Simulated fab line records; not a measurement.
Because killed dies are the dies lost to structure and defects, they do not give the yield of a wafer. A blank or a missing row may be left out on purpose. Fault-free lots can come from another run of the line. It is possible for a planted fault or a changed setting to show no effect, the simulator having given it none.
One fault seen from 2 desks | flow gf180mcu | every desk sees just its own numbers, and what lay behind them comes last

## FOR THE TOOL OWNER'S DESK: pvd-sputter-03
The tool's own readings at GF_MIM_SPUTTER_04 (material TiN, target thk 50 nm, time 41.7 s): means of the sampled wafers that have a number, for each lot that ran on this tool. Any lot whose mean is over 4 standard deviations away from the usual mean is out of limits and marked OUT; that distance is given in the brackets.
Columns: A = cathode-dc-power-W at GF_MIM_SPUTTER_04, usual 6500.0 W; B = chamber-pressure-pa at GF_MIM_SPUTTER_04, usual 0.4000 Pa; C = throttle-valve-pct at GF_MIM_SPUTTER_04, usual 30.9 %
lot  | first seen here | A      | B      | C
L817 | day 24 11:26    | 6500.1 | 0.3991 | 30.9
L823 | day 26 11:16    | 6499.7 | 0.4001 | 30.8
L829 | day 28 10:27    | 6501.5 | 0.4000 | 31.6
L833 | day 29 15:19    | 6500.6 | 0.4009 | 31.6
L835 | day 30 01:02    | 6500.0 | 0.3994 | 31.3
L837 | day 30 17:57    | 6499.4 | 0.4000 | 31.1
L840 | day 31 13:59    | 6499.1 | 0.4003 | 31.4
L834 | day 32 05:13    | 6499.4 | 0.3997 | 31.3
This desk's finding: nothing out of limits on any of the 8 lots.

## AT THE METROLOGY DESK
Lot by lot, what the gauges showed, no matter which tool ran the lot: averages of those sampled wafers that carry a number. Any lot whose mean is over 4 standard deviations away from the usual mean is out of limits and marked OUT; that distance is given in the brackets.
Columns: A = cd-nm at GF_HV_LDD_CD_MEAS_46, usual 400.0 nm; B = HV_LDD_03_OVL at GF_HV_LDD_OVL_MEAS_47, usual 0.1 nm
lot  | first seen here | A     | B
L817 | day 12 09:53    | 399.5 | -1.6
L819 | day 13 02:16    | 402.6 | -0.8
L820 | day 13 11:01    | 400.4 | -0.2
L823 | day 14 06:01    | 396.5 | -0.3
L824 | day 14 13:48    | 398.6 | -1.7
L822 | day 14 15:49    | 399.0 | -0.3
L829 | day 16 08:53    | 398.9 | 2.2
L833 | day 17 18:50    | 399.4 | -0.1
L835 | day 18 06:55    | 399.5 | 0.9
L837 | day 18 22:19    | 400.8 | 2.1
L839 | day 19 17:14    | 395.0 | 0.2
L840 | day 20 07:41    | 402.3 | 1.1
L834 | day 21 04:58    | 401.8 | 1.8
This desk's finding: nothing out of limits on any of the 13 lots.

## BROUGHT TOGETHER
The desk of the tool owner found nothing out of limits.
At the metrology desk, nothing out of limits was observed.

## WHAT HAD BEEN PUT IN BY THE SIMULATOR
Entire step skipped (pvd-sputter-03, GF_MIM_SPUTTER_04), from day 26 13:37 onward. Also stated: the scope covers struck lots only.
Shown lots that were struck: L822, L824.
